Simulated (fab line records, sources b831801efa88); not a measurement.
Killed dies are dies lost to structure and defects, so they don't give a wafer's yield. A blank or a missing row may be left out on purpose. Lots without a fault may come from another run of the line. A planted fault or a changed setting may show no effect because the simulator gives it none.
fab line records | flow sky130
record lots=13 wafers=39 last_day=50
route steps=708 shown VT_ADJUST_HVTP@91 METAL2@500 VIA2@510 METAL3@535
lots that met no fault: from a run of the same line without faults
start_h: hours from the record's first day to the start of the lot's first wafer shown | wait_h: hours since the lot's step before | " the same as in the row above | L1.1+2: a row that stands for several wafers | - no value, or no start given | * or withheld: withheld | < > ~ a bound
route shown NAME@n: a module of which the file shows steps, and the number in the route of the first | usual: mean/standard deviation of fault-free wafers | same: alike in all rows | chamber/n: place in a boat | sites: the reading at each site | _std_site: their standard deviation | _edge_site: outer sites' mean less inner sites' | radius_mm: how far each site lies from the wafer's centre | mask NAME#n: copy n | behind: the tool/chamber that last shaped the wafer | hold: why the lot was held/for how many hours/how that ended | device: the transistor (n, p or np) that didn't switch | end of line: the same wafers' tests at the end of the route | a step without rows: its recipe alone | killed: dies lost to structure and defects at the first sort, not the wafer's yield | map: a wafer's dies, x killed, . not, _ none there
set.NAME: the setting as run; set.NAME@STEP: as run at that earlier step | model.NAME: the simulator's own value behind a step, which no gauge read
steps of the route over a sample of lots; a table a step, a row a wafer
services: from which hour (start_h, from the record's first day; less than 0 if before it) a tool's chamber was out of use, for how many hours, and why
## steps
# step SKY_VT_ADJUST_HVTP_DEVELOP_06
# recipe resist=NOVOLAK developer=TMAH develop_time_s=60 dev_temp_c=23
# usual developer_temp_C=23.02/0.093 resist_line_temp_C=23.00/0.11
# columns lot.wafer tool chamber start_h wait_h developer_temp_C resist_line_temp_C
L659.3 litho_track-03 0 121.10 0.1 23.05 23.10
L659.4 " 0 " " 23.03 23.28
L659.6 " 0 " " 23.02 23.11
L660.2 litho_track-02 0 128.70 0.1 23.22 23.10
L660.4 " 0 " " 23.04 23.00
L660.5 " 0 " " 23.09 23.13
L661.3 litho_track-04 0 137.64 0.1 22.95 23.01
L661.5 " 0 " " 22.87 23.14
L661.6 " 0 " " 22.95 22.95
L662.1 litho_track-03 0 139.55 0.1 23.08 23.02
L662.4 " 0 " " 23.09 23.00
L662.6 " 0 " " 23.03 22.98
L663.1 litho_track-03 0 147.95 0.1 22.93 23.00
L663.3 " 0 " " 23.06 23.18
L663.4 " 0 " " 22.85 23.03
L664.1 litho_track-04 0 157.09 0.1 22.81 22.93
L664.5 " 0 " " 22.88 22.95
L664.6 " 0 " " 22.94 22.93
L665.2 litho_track-04 0 161.57 0.1 22.92 23.03
L665.3 " 0 " " 23.06 23.15
L665.5 " 0 " " 22.88 22.92
L668.3 litho_track-02 0 179.33 0.1 22.84 22.75
L668.5 " 0 " " 23.11 22.88
L668.6 " 0 " " 22.94 22.93
L675.1 litho_track-04 0 221.89 0.1 25.11 22.93
L675.4 " 0 " " 25.17 23.12
L675.5 " 0 " " 25.20 23.16
L677.2 litho_track-04 0 239.22 0.1 25.47 22.86
L677.4 " 0 " " 25.43 22.90
L677.6 " 0 " " 25.34 22.97
L679.1 litho_track-03 0 251.30 0.1 23.07 22.95
L679.3 " 0 " " 23.06 23.05
L679.6 " 0 " " 22.87 23.00
L681.1 litho_track-02 0 260.03 0.1 23.09 22.97
L681.2 " 0 " " 23.06 22.94
L681.3 " 0 " " 23.16 23.00
L682.2 litho_track-03 0 264.78 0.1 23.07 22.95
L682.5 " 0 " " 23.07 23.03
L682.6 " 0 " " 22.95 23.03
# step SKY_METAL2_DESCUM_17
# recipe chemistry=O2 source_power_w=150 bias_power_w=0 pressure_mtorr=10 temp_c=40 time_s=8
# usual drypump_motor_current_A=6.2/0.36 he_backside_leak_sccm=3.4/0.34 oes_product_au=0.999/0.0078
# same bias_power_w=0
# columns lot.wafer tool chamber start_h wait_h drypump_motor_current_A he_backside_leak_sccm oes_product_au rf_hours_counter_h
L659.3 rie_metal-04 0 813.92 0.0 6.3 5.3 1.004 -
L659.4 " 0 " " 6.3 3.3 1.004 -
L659.6 " 0 " " 6.3 3.3 1.013 -
L660.2 rie_metal-04 0 827.35 0.0 6.3 3.3 0.997 4
L660.4 " 1 " " 5.7 3.3 1.000 -
L660.5 " 0 " " 6.3 3.2 0.995 -
L661.3 rie_metal-02 0 834.21 0.0 5.6 3.2 1.014 -
L661.5 " 1 " " 6.1 3.3 1.003 -
L661.6 " 0 " " 5.6 3.2 1.000 -
L662.1 rie_metal-01 1 840.22 0.0 6.6 3.5 1.008 3
L662.4 " 1 " " 6.6 3.5 0.988 -
L662.6 " 1 " " 6.6 3.6 0.986 -
L663.1 rie_metal-04 1 856.86 0.0 5.7 3.5 0.995 1
L663.3 " 0 " " 6.3 3.3 1.005 -
L663.4 " 1 " " 5.7 3.5 1.002 -
L664.1 rie_metal-01 0 862.03 0.0 6.1 3.1 1.001 15
L664.5 " 1 " " 6.6 3.7 0.999 -
L664.6 " 0 " " 6.1 3.1 0.991 -
L665.2 rie_metal-01 0 865.13 0.0 6.1 3.2 0.986 16
L665.3 " 0 " " 6.1 3.1 0.993 -
L665.5 " 0 " " 6.1 3.2 1.000 -
L668.3 rie_metal-02 0 885.19 0.0 5.6 3.3 1.006 -
L668.5 " 1 " " 6.2 3.3 0.998 -
L668.6 " 0 " " 5.6 3.1 1.017 -
L675.1 rie_metal-01 1 937.78 0.0 6.6 3.5 0.991 8
L675.4 " 1 " " 6.6 3.2 0.996 -
L675.5 " 1 " " 6.6 3.3 0.997 -
L677.2 rie_metal-04 1 960.61 0.0 5.8 3.5 1.015 6
L677.4 " 1 " " 5.7 3.5 1.006 -
L677.6 " 0 " " 6.3 3.2 1.004 -
L679.1 rie_metal-02 0 965.60 0.0 5.5 3.3 1.004 11
L679.3 " 0 " " 5.5 3.2 1.009 -
L679.6 " 0 " " 5.5 3.3 1.014 -
L681.1 rie_metal-01 1 971.76 0.0 6.6 3.4 0.991 10
L681.2 " 0 " " 6.1 3.2 0.987 1
L681.3 " 1 " " 6.6 3.4 0.990 -
L682.2 rie_metal-01 1 976.33 0.0 6.6 3.5 0.997 10
L682.5 " 0 " " 6.1 3.1 0.999 -
L682.6 " 1 " " 6.6 3.7 0.993 -
# step SKY_VIA2_BOW_MEAS_03
# recipe mode=bow
# usual VIA2_BOW=86/6.5
# columns lot.wafer tool chamber start_h wait_h VIA2_BOW[um]
L659.3 film_metro-01 - 815.39 0.1 91
L659.4 " - " " 93
L659.6 " - " " 93
L660.2 film_metro-02 - 828.63 0.2 82
L660.4 " - " " 89
L660.5 " - " " 93
L661.3 film_metro-02 - 835.50 0.2 87
L661.5 " - " " 83
L661.6 " - " " 83
L662.1 film_metro-01 - 841.48 0.1 92
L662.4 " - " " 104
L662.6 " - " " 85
L663.1 film_metro-03 - 858.20 0.2 92
L663.3 " - " " 85
L663.4 " - " " 98
L664.1 film_metro-01 - 863.38 0.1 91
L664.5 " - " " 80
L664.6 " - " " 79
L665.2 film_metro-03 - 866.43 0.2 89
L665.3 " - " " 92
L665.5 " - " " 81
L668.3 film_metro-02 - 886.49 0.3 75
L668.5 " - " " 83
L668.6 " - " " 79
L675.1 film_metro-03 - 939.27 0.1 93
L675.4 " - " " 95
L675.5 " - " " 91
L677.2 film_metro-03 - 961.89 0.2 87
L677.4 " - " " 80
L677.6 " - " " 88
L679.1 film_metro-03 - 966.86 0.2 89
L679.3 " - " " 83
L679.6 " - " " 91
L681.1 film_metro-03 - 973.45 0.1 90
L681.2 " - " " 91
L681.3 " - " " 88
L682.2 film_metro-02 - 977.62 0.1 95
L682.5 " - " " 69
L682.6 " - " " 86
# step SKY_METAL3_SPUTTER_03
# recipe material=Ti target_thk_nm=5 power_w=3000 time_s=3.3 chamber_pressure_pa=0.4
# usual throttle_valve_pct=30.2/1.3
# columns lot.wafer tool chamber start_h wait_h throttle_valve_pct
L659.3 pvd_sputter-01 - 843.09 0.0 30.1
L659.4 " - " " 29.6
L659.6 " - " " 29.3
L660.2 pvd_sputter-02 - 855.83 0.0 29.1
L660.4 " - " " 31.9
L660.5 " - " " 30.4
L661.3 pvd_sputter-04 - 863.42 0.0 30.2
L661.5 " - " " 28.5
L661.6 " - " " 30.2
L662.1 pvd_sputter-01 - 868.34 0.0 31.6
L662.4 " - " " 30.3
L662.6 " - " " 30.1
L663.1 pvd_sputter-04 - 886.30 0.0 29.5
L663.3 " - " " 29.9
L663.4 " - " " 28.6
L664.1 pvd_sputter-04 - 890.24 0.0 29.7
L664.5 " - " " 29.4
L664.6 " - " " 30.0
L665.2 pvd_sputter-04 - 894.11 0.0 29.6
L665.3 " - " " 28.6
L665.5 " - " " 29.5
L668.3 pvd_sputter-02 - 913.69 0.0 32.7
L668.5 " - " " 29.5
L668.6 " - " " 31.2
L675.1 pvd_sputter-01 - 965.63 0.0 30.2
L675.4 " - " " 29.2
L675.5 " - " " 29.1
L677.2 pvd_sputter-04 - 988.21 0.0 28.1
L677.4 " - " " 30.1
L677.6 " - " " 29.6
L679.1 pvd_sputter-04 - 992.99 0.0 29.9
L679.3 " - " " 28.3
L679.6 " - " " 28.4
L681.1 pvd_sputter-02 - 999.40 0.0 31.4
L681.2 " - " " 30.7
L681.3 " - " " 32.7
L682.2 pvd_sputter-02 - 1003.16 0.0 30.4
L682.5 " - " " 32.7
L682.6 " - " " 30.6
## services
# columns tool chamber start_h hours kind
pvd_sputter-02 - 106.58 1.7 repair
rie_metal-01 1 196.55 1.3 repair
pvd_sputter-02 - 249.29 3.8 repair
pvd_sputter-01 - 271.94 24.2 repair
rie_metal-01 1 312.43 16.7 repair
rie_metal-01 - 334.92 28.1 pm
pvd_sputter-04 - 359.50 9.3 repair
pvd_sputter-02 - 364.54 8.5 repair
rie_metal-04 - 437.59 0.3 repair
pvd_sputter-04 - 453.43 4.3 repair
rie_metal-01 - 459.29 14.6 pm
rie_metal-01 - 506.93 0.2 repair
pvd_sputter-04 - 554.29 1.7 repair
rie_metal-01 - 575.00 2.8 pm
pvd_sputter-02 - 610.82 16.9 repair
rie_metal-04 1 638.30 7.8 repair
rie_metal-01 1 681.55 9.9 repair
rie_metal-04 - 713.59 2.8 pm
pvd_sputter-02 - 776.67 4.0 repair
rie_metal-01 - 796.05 4.3 pm
rie_metal-04 - 805.07 0.4 repair
rie_metal-01 0 891.67 41.1 repair
pvd_sputter-02 - 894.16 0.6 repair
pvd_sputter-04 - 1001.35 0.5 repair
## key
first_sign step=SKY_VT_ADJUST_HVTP_DEVELOP_06 reading=developer_temp_C direction=up sigmas=24 usual=* struck=*
effect none on later readings
met_at SKY_VT_ADJUST_HVTP_DEVELOP_06
struck_lots L675,L677
tester_left_out L675,L677
loop_trim step=SKY_VT_ADJUST_HVTP_EXPOSE_04 setting=dose lots=L677
not_acting_at SKY_METAL2_DESCUM_17,SKY_VIA2_BOW_MEAS_03,SKY_METAL3_SPUTTER_03
onset_between 161.57 221.89
fault kind=process_parameter_drift tool=litho_track-04 chamber=- onset_h=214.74 steps=SKY_VT_ADJUST_HVTP_DEVELOP_06 channel=dev_temp_c offset=* shape=step end_h=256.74 acts_in=* stated=*
# tester_left_out: of these lots the tester's yield and bins aren't shown, on N5 and GAA mostly nor the transistor test; their killed dies are dies lost to structure and defects alone, not to doping, threshold or leakage, so they don't give the yield
# loop_trim: a control loop set the setting to another value than it would have without faults
